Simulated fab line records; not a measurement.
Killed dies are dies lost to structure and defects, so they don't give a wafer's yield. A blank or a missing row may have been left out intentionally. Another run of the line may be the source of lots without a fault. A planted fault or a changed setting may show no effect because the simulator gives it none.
Matching of chambers :: flow gf180mcu :: GF_V5_CMP_04 on cmp-02 has 4 sister chambers
The step polishes SiO2. 8 wafers are shown with their chamber, then 7 later ones without.

## EACH WAFER AND ITS CHAMBER
wafer: L938.3
chamber: 0
motor_current_A (A): 14.1

wafer: L939.2
chamber: 0
motor_current_A (A): 14.5

wafer: L941.1
chamber: 3
motor_current_A (A): 12.3

wafer: L941.4
chamber: 1
motor_current_A (A): 11.1

wafer: L941.6
chamber: 2
motor_current_A (A): 11.8

wafer: L943.2
chamber: 2
motor_current_A (A): 11.2

wafer: L943.3
chamber: 3
motor_current_A (A): 12.9

wafer: L943.6
chamber: 1
motor_current_A (A): 11.8

## WAFERS WITH NO CHAMBER GIVEN
wafer: L948.1
motor_current_A (A): 13.9

wafer: L948.2
motor_current_A (A): 11.3

wafer: L948.4
motor_current_A (A): 11.3

wafer: L953.2
motor_current_A (A): 11.0

wafer: L953.5
motor_current_A (A): 11.3

wafer: L955.3
motor_current_A (A): 12.3

wafer: L955.5
motor_current_A (A): 12.9

## WHICH CHAMBER EACH WENT THROUGH
wafer: L948.1
from the rows above: 0
in truth: 0

wafer: L948.2
from the rows above: can't be placed: 1 or 2
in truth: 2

wafer: L948.4
from the rows above: can't be placed: 1 or 2
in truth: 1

wafer: L953.2
from the rows above: can't be placed: 1 or 2
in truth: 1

wafer: L953.5
from the rows above: can't be placed: 1 or 2
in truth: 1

wafer: L955.3
from the rows above: can't be placed: 3 or 2 or 1
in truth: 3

wafer: L955.5
from the rows above: 3
in truth: 3
Placed correctly: 2 of 7. From these rows, 5 cannot be placed; in 5 the true chamber is one of the candidates. Wrongly placed: 0.
How it was worked out, from the rows above alone: a wafer's distance from a chamber is the root of the sum, over the readings, of the square of ((its reading less the chamber's mean) divided by the reading's scatter). If the next closest chamber is less than 2 further off than the closest, the wafer can't be placed; otherwise it belongs to the closest. For every chamber, the mean is computed from those of its wafers that are shown. The scatter: the root of (the sum of the squares of (reading less its chamber's mean) over the shown wafers, divided by (wafers less chambers)).
